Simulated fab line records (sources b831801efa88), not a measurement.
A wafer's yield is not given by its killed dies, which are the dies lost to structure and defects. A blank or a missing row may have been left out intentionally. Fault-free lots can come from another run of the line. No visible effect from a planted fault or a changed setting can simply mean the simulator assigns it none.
What tool caused it?    flow sfqLine    at 1 step of a route of 325, 13 lots with 39 wafers sampled

## WHAT THE GAUGES READ, wafer by wafer
The record holds no reading of a measuring or inspecting step that can be judged against a usual standard deviation.

## EACH LOT AND THE TOOL THAT RAN IT (in order: tool; ch and the chambers of the sampled wafers; start)
lot   SFQ_TRILAYER_R5_DEP_SPUTTER_132
L763  pvdSputter-04, day 51 21:29
L764  pvdSputter-05, day 51 23:13
L766  pvdSputter-05, day 58 14:07
L767  pvdSputter-06, day 58 15:33
L768  pvdSputter-05, day 58 18:55
L771  pvdSputter-05, day 59 07:06
L773  pvdSputter-05, day 59 20:15
L775  pvdSputter-05, day 60 00:01
L780  pvdSputter-04, day 60 14:46
L781  pvdSputter-05, day 61 03:46
L782  pvdSputter-04, day 61 12:26
L783  pvdSputter-06, day 61 15:13
L785  pvdSputter-06, day 62 00:13
- SFQ_TRILAYER_R5_DEP_SPUTTER_132: material Ti, target thk 5 nm, time 5 s.

## WHAT THE TOOLS THEMSELVES READ (means of the sampled wafers that have a number; where no wafer has one, the mark that the record gives instead)
SFQ_TRILAYER_R5_DEP_SPUTTER_132. Usual: cathodeDcPowerW 2000.0 W, standard deviation 0.33; throttleValvePct 30.0 %, standard deviation 1.3.
lot   tool           cathodeDcPowerW (W)  throttleValvePct (%)  flag
L763  pvdSputter-04  2000.1               30.1                  
L764  pvdSputter-05  2000.1               29.3                  
L766  pvdSputter-05  1999.9               29.9                  
L767  pvdSputter-06  2000.0               30.7                  
L768  pvdSputter-05  2000.2               29.9                  
L771  pvdSputter-05  2000.1               30.1                  
L773  pvdSputter-05  2000.0               29.3                  
L775  pvdSputter-05  2000.2               30.6                  
L780  pvdSputter-04  2000.2               30.3                  
L781  pvdSputter-05  1914.9               30.7                  OFF
L782  pvdSputter-04  1999.7               30.1                  
L783  pvdSputter-06  2000.0               29.1                  
L785  pvdSputter-06  1999.8               29.6                  

## THE ANSWER, worked out from the rows above alone
Rule: a lot counts as off when the mean over its wafers that have a number is more than 3 standard deviations away from the usual mean. Also off: a lot with no number at a reading for which 4 or more lots have one. Any other lot the step has rows for is counted as sound. The gauges are gone through in route order, then the tools' own readings, and for those a lot's mean is taken as printed above. At the first step where some lot is off, the reading lying furthest off is the one used; lots without a number count as furthest.
Off at SFQ_TRILAYER_R5_DEP_SPUTTER_132 (cathodeDcPowerW): L781.
A tool fits if, at that step or a process step before it, it ran every lot that is off, and no sound lot after the first of them. One candidate fits, namely pvdSputter-05 at SFQ_TRILAYER_R5_DEP_SPUTTER_132. Its last sound lot is L775 (day 60 00:01), its first lot that is off L781 (day 61 03:46): a fault that began between those two fits.
On the lots that are off, the tool's own readings at SFQ_TRILAYER_R5_DEP_SPUTTER_132 differ by more than 5 times the standard deviation of the sound lots' means, which bears it out; cathodeDcPowerW reads 1914.9 W there versus 2000.0 W on the sound lots.

## WHAT WAS PUT IN BY THE SIMULATOR
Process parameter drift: pvdSputter-05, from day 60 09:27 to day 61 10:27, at SFQ_TRILAYER_R5_DEP_SPUTTER_132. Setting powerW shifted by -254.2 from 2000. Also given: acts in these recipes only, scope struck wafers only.
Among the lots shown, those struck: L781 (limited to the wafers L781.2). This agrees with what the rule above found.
